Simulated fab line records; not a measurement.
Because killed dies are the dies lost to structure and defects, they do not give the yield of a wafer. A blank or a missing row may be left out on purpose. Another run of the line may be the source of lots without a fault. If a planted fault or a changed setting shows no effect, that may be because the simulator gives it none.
A lot that was struck, set against a sound lot | flow sky130 | 15 out of 708 route steps
Sound: these wafers, L524.1, L524.2, L524.5. Struck: wafers L528.1, L528.2, L528.4. The cause is given at the end.
For every step that has rows: the tool of each side, followed by ch and its chambers, followed by its first start. Under that, the readings that differ: sound wafers | struck wafers | difference of the means | sigmas: that difference in standard deviations of wafers without a fault.
alike: readings with means less than 2 such deviations apart, plus words and numbers identical on both sides. not compared: withheld readings, readings lacking a value on some wafer, bounds such as >300 that could conceal the same value, and numbers that have no deviation in the record and whose values overlap.
Wherever a step has rows on one side only, a row that says differs or no value, or a row with sigmas, the two part there. When numbers do not overlap yet have no deviation, they are printed without sigmas and do not part them. A reading missing from all wafers of one side parts the sides only when that side holds two or more wafers.

SKY_METAL3_SPUTTER_04: material TiN, target thk 70 nm, time 58.3 s.
  sound on pvd sputter-01, day 40 23:22; struck on pvd sputter-04, day 42 05:46
  alike: throttle valve pct
SKY_CAPM_CVD_00: deposits SiO2, target thk 15.5 nm.
  sound on pecvd-02 ch 0,2, day 40 23:25; struck on pecvd-02 ch 0,2, day 42 05:49
  alike: heater power w, rf fwd power W
SKY_CAPM_THK_MEAS_01:
  sound on film metro-01, day 40 23:26; struck on film metro-01, day 42 05:50
  alike: CAPM_CVD_00_THK
SKY_CAPM_SPUTTER_02: material TiN, target thk 200 nm, time 166.7 s.
  sound on pvd sputter-02, day 40 23:30; struck on pvd sputter-02, day 42 05:54
  alike: throttle valve pct
SKY_CAPM_RS_MEAS_03: uses a four-point probe to measure.
  sound on film metro-04, day 40 23:37; struck on film metro-03, day 42 06:01
  alike: CAPM_TIN_RS
SKY_CAPM_THK_MEAS_04: measures by xrf.
  sound on film metro-04, day 40 23:44; struck on film metro-03, day 42 06:08
  alike: CAPM_TIN_THK
then, 6 steps without rows for these wafers: SKY_CAPM_DEHYDRATE_05 (time 60 s); SKY_CAPM_HMDS_06 (prime time 60 s); SKY_CAPM_COAT_07 (resist thk 1140 nm); SKY_CAPM_SOFTBAKE_08 (time 60 s); SKY_CAPM_EXPOSE_09 (exposes mask CAPM, target cd 1000 nm); SKY_CAPM_PEB_10.
SKY_CAPM_DEVELOP_11: develop time 60 s.
  sound on litho track-02 ch 0, day 42 00:02; struck on litho track-02 ch 0, day 43 04:56
  reading              | sound             | struck            | difference | sigmas
  developer temp C (C) | 23.13 22.88 22.93 | 23.98 23.86 23.98 | +0.96      | +10
SKY_CAPM_OVL_MEAS_12:
  sound on overlay-02, day 42 00:11; struck on overlay-02, day 43 05:05
  alike: CAPM_OVL
-- the record jumps here: 7 days lie between the struck wafers' starts before and after (it left off in module CAPM and takes up again in module PAD_OPEN, whose first step shown is number 708 of the route) --
SKY_PAD_OPEN_PROBE_99:
  sound on prober-01, day 49 10:31; struck on prober-01, day 50 10:03
  alike: defect limited yield, killed_at_M0_to_M3, killed_at_M4_up, killed at contacts, killed at front end, killed at other, killed dies, killed open, killed short, sort_bin_3_pad_short, sort_bin_5_function, sort_bin_6_memory, sort n pass, sort yield pct

## WHERE THEY PART
SKY_CAPM_DEVELOP_11 only, going by this record. Later steps at which nothing parts them and some readings are alike: SKY_CAPM_OVL_MEAS_12, SKY_PAD_OPEN_PROBE_99.

WHY: the cause the simulator had injected
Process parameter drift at SKY_CAPM_DEVELOP_11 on litho track-02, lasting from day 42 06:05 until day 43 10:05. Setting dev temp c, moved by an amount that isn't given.
